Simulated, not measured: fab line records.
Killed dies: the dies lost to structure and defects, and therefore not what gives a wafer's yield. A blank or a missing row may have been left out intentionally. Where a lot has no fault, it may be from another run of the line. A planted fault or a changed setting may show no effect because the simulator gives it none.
fab line records | flow sky130
record lots=14 | wafers=42 | last_day=49
route steps=708 shown PWDE@54 SONOS_ONO@181 POLY_GATE@225
lots that met no fault: taken from a fault-free run of the same line
start_h: the number of hours between the record's first day and the start of the first shown wafer of the lot | wait_h: how many hours have passed since the lot's step before this one | " identical to the entry in the row above | L1.1+2: a row that stands for several wafers | - no value present, or no start provided | * or withheld: withheld | < > ~ a bound
route shown NAME@n: NAME is a module with steps in the file, n the number in the route of the first one | usual: average and standard deviation across the fault-free wafers | same: alike in all rows | chamber/n: place in a boat | sites: readings site by site | _std_site: standard deviation across them | _edge_site: outer sites' mean less inner sites' | radius_mm: for every site, how far away it sits from the centre of the wafer | mask NAME#n: copy n | behind: the most recent tool/chamber to have shaped the wafer | hold: what put the lot on hold/how long, in hours/how the hold closed | device: names the non-switching transistor (n, p or np) | end of line: tests run on the same wafers once the route is complete | a step without rows: its recipe alone | killed: at the first sort, the dies lost to defects and structure; wafer yield is something else | map: a wafer's dies, x killed, . not, _ none there
set.NAME: the setting the step ran with; set.NAME@STEP: the setting that earlier step ran with | model.NAME: the simulator's own value behind a step, which no gauge read
one table for each step of the route and one row for each wafer, over a sample of lots
services: from which hour (start_h, from the record's first day; less than 0 if before it) a tool's chamber was out of use, for how many hours, and why
## steps
# step SKY_PWDE_STRIP_09
# recipe chemistry=O2/N2 | power_w=1400 | pressure_mtorr=1500 | platen_temp_c=withheld | o2_flow_sccm=3000 | n2_flow_sccm=300 | overash_fraction=0.5
# usual drypump_motor_current_A=5.6/0.7 | oes_product_au=0.722/0.0048 | strip_time_to_endpoint_s=36.92/0.097
lot.wafer | tool            | chamber | start_h | wait_h | drypump_motor_current_A | oes_product_au | rf_hours_counter_h | strip_time_to_endpoint_s
L361.2    | plasma_asher-04 | 1       | 67.62   | 0.1    | 4.7                     | 0.726          | 37                 | 36.99
L361.3    | "               | 1       | "       | "      | 4.7                     | 0.714          | -                  | 37.04
L361.6    | "               | 1       | "       | "      | 4.7                     | 0.726          | -                  | 36.94
L362.1    | plasma_asher-01 | 1       | 72.12   | 0.1    | 6.2                     | 0.719          | 40                 | 36.79
L362.3    | "               | 0       | "       | "      | 5.2                     | 0.720          | -                  | 36.87
L362.4    | "               | 1       | "       | "      | 6.2                     | 0.725          | -                  | 36.86
L364.3    | plasma_asher-02 | 0       | 83.51   | 0.1    | 5.1                     | 0.710          | -                  | 36.81
L364.4    | "               | 1       | "       | "      | 5.9                     | 0.724          | -                  | 36.86
L364.6    | "               | 1       | "       | "      | 5.9                     | 0.716          | -                  | 36.89
L365.1    | plasma_asher-04 | 0       | 91.92   | 0.1    | 6.7                     | 0.724          | 39                 | 37.09
L365.4    | "               | 0       | "       | "      | 6.7                     | 0.717          | -                  | 36.91
L365.5    | "               | 1       | "       | "      | 4.7                     | 0.717          | -                  | 37.03
L366.1    | plasma_asher-02 | 0       | 102.17  | 0.1    | 5.1                     | 0.726          | 28                 | 36.89
L366.2    | "               | 1       | "       | "      | 5.9                     | 0.727          | 28                 | 36.95
L366.4    | "               | 0       | "       | "      | 5.1                     | 0.731          | -                  | 36.76
L368.1    | plasma_asher-04 | 1       | 115.37  | 0.1    | 4.7                     | 0.725          | 42                 | 36.98
L368.4    | "               | 1       | "       | "      | 4.7                     | 0.715          | -                  | 36.84
L368.5    | "               | 1       | "       | "      | 4.7                     | 0.729          | -                  | 36.81
L369.2    | plasma_asher-04 | 0       | 117.32  | 0.1    | 6.7                     | 0.730          | 42                 | 37.00
L369.4    | "               | 1       | "       | "      | 4.7                     | 0.726          | -                  | 36.85
L369.6    | "               | 1       | "       | "      | 4.7                     | 0.725          | -                  | 36.79
L370.2    | plasma_asher-01 | 1       | 124.97  | 0.1    | 6.2                     | 0.723          | 1                  | 37.07
L370.4    | "               | 1       | "       | "      | 6.2                     | 0.729          | -                  | 37.01
L370.5    | "               | 1       | "       | "      | 6.2                     | 0.719          | -                  | 37.06
L371.3    | plasma_asher-04 | 1       | 127.30  | 0.1    | 4.7                     | 0.722          | -                  | 37.04
L371.4    | "               | 0       | "       | "      | 6.7                     | 0.724          | -                  | 37.01
L371.5    | "               | 0       | "       | "      | 6.7                     | 0.721          | -                  | 37.00
L373.1    | plasma_asher-01 | 1       | 140.37  | 0.1    | 6.2                     | 0.726          | 2                  | 36.91
L373.2    | "               | 0       | "       | "      | 5.2                     | 0.721          | 2                  | 36.89
L373.6    | "               | 0       | "       | "      | 5.2                     | 0.721          | -                  | 36.95
L375.1    | plasma_asher-02 | 1       | 148.42  | 0.1    | 5.9                     | 0.721          | 33                 | 36.94
L375.3    | "               | 0       | "       | "      | 5.2                     | 0.715          | -                  | 36.88
L375.6    | "               | 0       | "       | "      | 5.1                     | 0.722          | -                  | 36.89
L379.1    | plasma_asher-02 | 1       | 169.72  | 0.1    | 5.9                     | 0.724          | 35                 | 36.89
L379.3    | "               | 1       | "       | "      | 5.9                     | 0.727          | -                  | 36.95
L379.5    | "               | 0       | "       | "      | 5.1                     | 0.724          | -                  | 36.83
L380.2    | plasma_asher-02 | 0       | 175.57  | 0.1    | 5.1                     | 0.732          | 36                 | 36.81
L380.3    | "               | 1       | "       | "      | 5.9                     | 0.729          | -                  | 36.90
L380.5    | "               | 0       | "       | "      | 5.1                     | 0.725          | -                  | 36.87
L381.1    | plasma_asher-04 | 1       | 184.27  | 0.1    | 4.7                     | 0.727          | 47                 | 37.04
L381.2    | "               | 0       | "       | "      | 6.7                     | 0.727          | 47                 | 37.07
L381.6    | "               | 1       | "       | "      | 4.7                     | 0.715          | -                  | 37.01
# step SKY_SONOS_ONO_CD_MEAS_13
# recipe target_cd_nm=410
# usual cd_nm=409.2/2.3
lot.wafer | tool      | chamber | start_h | wait_h | cd_nm
L361.2    | cd_sem-01 | -       | 277.05  | 0.1    | 408.7
L361.3    | "         | -       | "       | "      | 409.5
L361.6    | "         | -       | "       | "      | 407.4
L362.1    | cd_sem-01 | -       | 286.73  | 0.1    | 406.8
L362.3    | "         | -       | "       | "      | 406.9
L362.4    | "         | -       | "       | "      | 406.6
L364.3    | cd_sem-02 | -       | 302.82  | 0.1    | 406.2
L364.4    | "         | -       | "       | "      | 406.9
L364.6    | "         | -       | "       | "      | 407.5
L365.1    | cd_sem-02 | -       | 310.24  | 0.1    | 410.6
L365.4    | "         | -       | "       | "      | 410.6
L365.5    | "         | -       | "       | "      | 409.9
L366.1    | cd_sem-01 | -       | 323.43  | 0.1    | 409.2
L366.2    | "         | -       | "       | "      | 409.8
L366.4    | "         | -       | "       | "      | 409.9
L369.2    | cd_sem-01 | -       | 358.20  | 0.1    | 410.3
L369.4    | "         | -       | "       | "      | 408.5
L369.6    | "         | -       | "       | "      | 408.9
L368.1    | cd_sem-02 | -       | 358.44  | 0.1    | 411.3
L368.4    | "         | -       | "       | "      | 410.9
L368.5    | "         | -       | "       | "      | 410.7
L370.2    | cd_sem-01 | -       | 358.76  | 0.1    | 411.4
L370.4    | "         | -       | "       | "      | 411.9
L370.5    | "         | -       | "       | "      | 409.5
L371.3    | cd_sem-01 | -       | 361.67  | 0.1    | 410.5
L371.4    | "         | -       | "       | "      | 410.2
L371.5    | "         | -       | "       | "      | 412.3
L373.1    | cd_sem-01 | -       | 381.44  | 0.1    | 411.9
L373.2    | "         | -       | "       | "      | 412.4
L373.6    | "         | -       | "       | "      | 410.3
L375.1    | cd_sem-01 | -       | 391.33  | 0.1    | 408.1
L375.3    | "         | -       | "       | "      | 408.9
L375.6    | "         | -       | "       | "      | 407.9
L379.1    | cd_sem-01 | -       | 421.85  | 0.2    | 408.1
L379.3    | "         | -       | "       | "      | 407.0
L379.5    | "         | -       | "       | "      | 408.4
L380.2    | cd_sem-01 | -       | 434.15  | 0.1    | 408.9
L380.3    | "         | -       | "       | "      | 407.0
L380.5    | "         | -       | "       | "      | 409.4
L381.1    | cd_sem-02 | -       | 447.58  | 0.1    | 406.3
L381.2    | "         | -       | "       | "      | 407.5
L381.6    | "         | -       | "       | "      | 406.0
# step SKY_SONOS_ONO_OVL_MEAS_14
# usual SONOS_ONO_OVL=0.1/1.3
lot.wafer | tool       | chamber | start_h | wait_h | SONOS_ONO_OVL[nm]
L361.2    | overlay-02 | -       | 277.16  | 0.1    | 2.0
L361.3    | "          | -       | "       | "      | 0.8
L361.6    | "          | -       | "       | "      | 1.2
L362.1    | overlay-02 | -       | 286.85  | 0.1    | -0.2
L362.3    | "          | -       | "       | "      | -0.2
L362.4    | "          | -       | "       | "      | 0.6
L364.3    | overlay-02 | -       | 302.91  | 0.1    | -0.7
L364.4    | "          | -       | "       | "      | -0.4
L364.6    | "          | -       | "       | "      | 0.4
L365.1    | overlay-01 | -       | 310.36  | 0.1    | -0.3
L365.4    | "          | -       | "       | "      | -2.7
L365.5    | "          | -       | "       | "      | -2.0
L366.1    | overlay-02 | -       | 323.55  | 0.1    | 1.2
L366.2    | "          | -       | "       | "      | 0.9
L366.4    | "          | -       | "       | "      | -0.7
L369.2    | overlay-01 | -       | 358.31  | 0.1    | -0.8
L369.4    | "          | -       | "       | "      | 1.4
L369.6    | "          | -       | "       | "      | -1.1
L368.1    | overlay-02 | -       | 358.56  | 0.1    | 3.3
L368.4    | "          | -       | "       | "      | 0.8
L368.5    | "          | -       | "       | "      | 3.0
L370.2    | overlay-01 | -       | 358.86  | 0.1    | 1.6
L370.4    | "          | -       | "       | "      | 0.6
L370.5    | "          | -       | "       | "      | -0.9
L371.3    | overlay-02 | -       | 361.76  | 0.1    | -0.7
L371.4    | "          | -       | "       | "      | -0.8
L371.5    | "          | -       | "       | "      | -0.8
L373.1    | overlay-01 | -       | 381.56  | 0.1    | -0.5
L373.2    | "          | -       | "       | "      | 0.8
L373.6    | "          | -       | "       | "      | 0.6
L375.1    | overlay-01 | -       | 391.45  | 0.1    | 0.5
L375.3    | "          | -       | "       | "      | 0.3
L375.6    | "          | -       | "       | "      | -0.7
L379.1    | overlay-01 | -       | 421.97  | 0.1    | 0.4
L379.3    | "          | -       | "       | "      | 1.3
L379.5    | "          | -       | "       | "      | 2.4
L380.2    | overlay-01 | -       | 434.26  | 0.1    | -1.6
L380.3    | "          | -       | "       | "      | -1.0
L380.5    | "          | -       | "       | "      | 1.1
L381.1    | overlay-02 | -       | 447.70  | 0.1    | 0.2
L381.2    | "          | -       | "       | "      | 0.7
L381.6    | "          | -       | "       | "      | -1.6
# step SKY_POLY_GATE_PEB_11
# recipe peb_temp_c=withheld | peb_time_s=withheld | resist=KrF-thick
# usual chill_plate_temp_C=* | exhaust_pa=44.9/0.88 | resist_line_temp_C=*
lot.wafer | tool           | chamber | start_h | wait_h | chill_plate_temp_C | exhaust_pa | resist_line_temp_C
L361.2    | litho_track-02 | 0       | 364     | -      | *                  | 44.3       | *
L361.3    | "              | 0       | "       | "      | *                  | 45.0       | *
L361.6    | "              | 0       | "       | "      | *                  | 44.2       | *
L362.1    | litho_track-02 | 0       | 374     | -      | *                  | 44.2       | *
L362.3    | "              | 0       | "       | "      | *                  | 44.0       | *
L362.4    | "              | 0       | "       | "      | *                  | 45.0       | *
L364.3    | litho_track-04 | 0       | 392     | -      | *                  | 43.8       | *
L364.4    | "              | 0       | "       | "      | *                  | 43.5       | *
L364.6    | "              | 0       | "       | "      | *                  | 44.0       | *
L365.1    | litho_track-04 | 0       | 403     | -      | *                  | 44.1       | *
L365.4    | "              | 0       | "       | "      | *                  | 44.7       | *
L365.5    | "              | 0       | "       | "      | *                  | 46.5       | *
L366.1    | litho_track-04 | 0       | 417     | -      | *                  | 45.1       | *
L366.2    | "              | 0       | "       | "      | *                  | 45.5       | *
L366.4    | "              | 0       | "       | "      | *                  | 44.6       | *
L369.2    | litho_track-03 | 0       | 456     | -      | *                  | 44.9       | *
L369.4    | "              | 0       | "       | "      | *                  | 43.6       | *
L369.6    | "              | 0       | "       | "      | *                  | 44.7       | *
L368.1    | litho_track-03 | 0       | 457     | -      | *                  | 45.0       | *
L368.4    | "              | 0       | "       | "      | *                  | 45.3       | *
L368.5    | "              | 0       | "       | "      | *                  | 45.3       | *
L370.2    | litho_track-04 | 0       | 461     | -      | *                  | 43.3       | *
L370.4    | "              | 0       | "       | "      | *                  | 44.9       | *
L370.5    | "              | 0       | "       | "      | *                  | 44.1       | *
L371.3    | litho_track-02 | 0       | 462     | -      | *                  | 45.4       | *
L371.4    | "              | 0       | "       | "      | *                  | 45.4       | *
L371.5    | "              | 0       | "       | "      | *                  | 45.8       | *
L373.1    | litho_track-02 | 0       | 479     | -      | *                  | 44.9       | *
L373.2    | "              | 0       | "       | "      | *                  | 45.1       | *
L373.6    | "              | 0       | "       | "      | *                  | 45.8       | *
L375.1    | litho_track-03 | 0       | 492     | -      | *                  | 45.3       | *
L375.3    | "              | 0       | "       | "      | *                  | 47.0       | *
L375.6    | "              | 0       | "       | "      | *                  | 45.6       | *
L379.1    | litho_track-04 | -       | 522     | -      | -                  | -          | -
L379.3    | "              | -       | "       | "      | -                  | -          | -
L379.5    | "              | -       | "       | "      | -                  | -          | -
L380.2    | litho_track-04 | -       | 534     | -      | -                  | -          | -
L380.3    | "              | -       | "       | "      | -                  | -          | -
L380.5    | "              | -       | "       | "      | -                  | -          | -
L381.1    | litho_track-03 | 0       | 545     | -      | *                  | 42.7       | *
L381.2    | "              | 0       | "       | "      | *                  | 43.8       | *
L381.6    | "              | 0       | "       | "      | *                  | 43.4       | *
## services
tool            | chamber | start_h | hours | kind
plasma_asher-01 | -       | 108.75  | 9.0   | pm
plasma_asher-01 | 0       | 108.75  | 9.0   | vent_cycle
plasma_asher-01 | 1       | 108.75  | 9.0   | vent_cycle
plasma_asher-01 | 0       | 117.75  | -     | clean
plasma_asher-01 | 1       | 117.75  | -     | clean
plasma_asher-02 | -       | 155.22  | 0.9   | repair
plasma_asher-04 | -       | 162.00  | 14.6  | pm
plasma_asher-01 | -       | 235.04  | 0.4   | repair
plasma_asher-02 | -       | 235.80  | 7.0   | repair
plasma_asher-04 | -       | 241.06  | 3.0   | repair
plasma_asher-04 | -       | 303.73  | 0.5   | repair
litho_track-04  | -       | 352.38  | -     | consumable_replace:filter
plasma_asher-04 | -       | 434.39  | 3.2   | repair
plasma_asher-02 | -       | 439.91  | 0.7   | repair
plasma_asher-01 | -       | 463.94  | 14.6  | pm
plasma_asher-02 | -       | 494.49  | 1.0   | repair
## key
first_sign step=SKY_POLY_GATE_PEB_11 | reading=tool_record | direction=missing
effect none on later readings
met_at SKY_POLY_GATE_PEB_11
struck_lots L379,L380
later_rows_left_out L379.1,L379.3,L379.5,L380.2,L380.3,L380.5
sort_left_out L379.1,L379.3,L379.5,L380.2,L380.3,L380.5
tester_left_out L379,L380
not_acting_at SKY_PWDE_STRIP_09,SKY_SONOS_ONO_CD_MEAS_13,SKY_SONOS_ONO_OVL_MEAS_14
onset_between 461 522
fault kind=skipped_step_whole | tool=litho_track-04 | chamber=- | onset_h=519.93 | steps=SKY_POLY_GATE_PEB_11 | scope=struck_lots_only
# tester_left_out: of these lots the tester's yield and bins aren't shown, on N5 and GAA mostly nor the transistor test; their killed dies are dies lost to structure and defects alone, not to doping, threshold or leakage, so they don't give the yield
# sort_left_out: the simulated sort isn't trusted on such a fault, so these wafers' sort isn't shown, and their yield isn't known
# later_rows_left_out: the simulator's readings of these wafers behind a module that went badly wrong aren't trusted and aren't shown, but for the sort
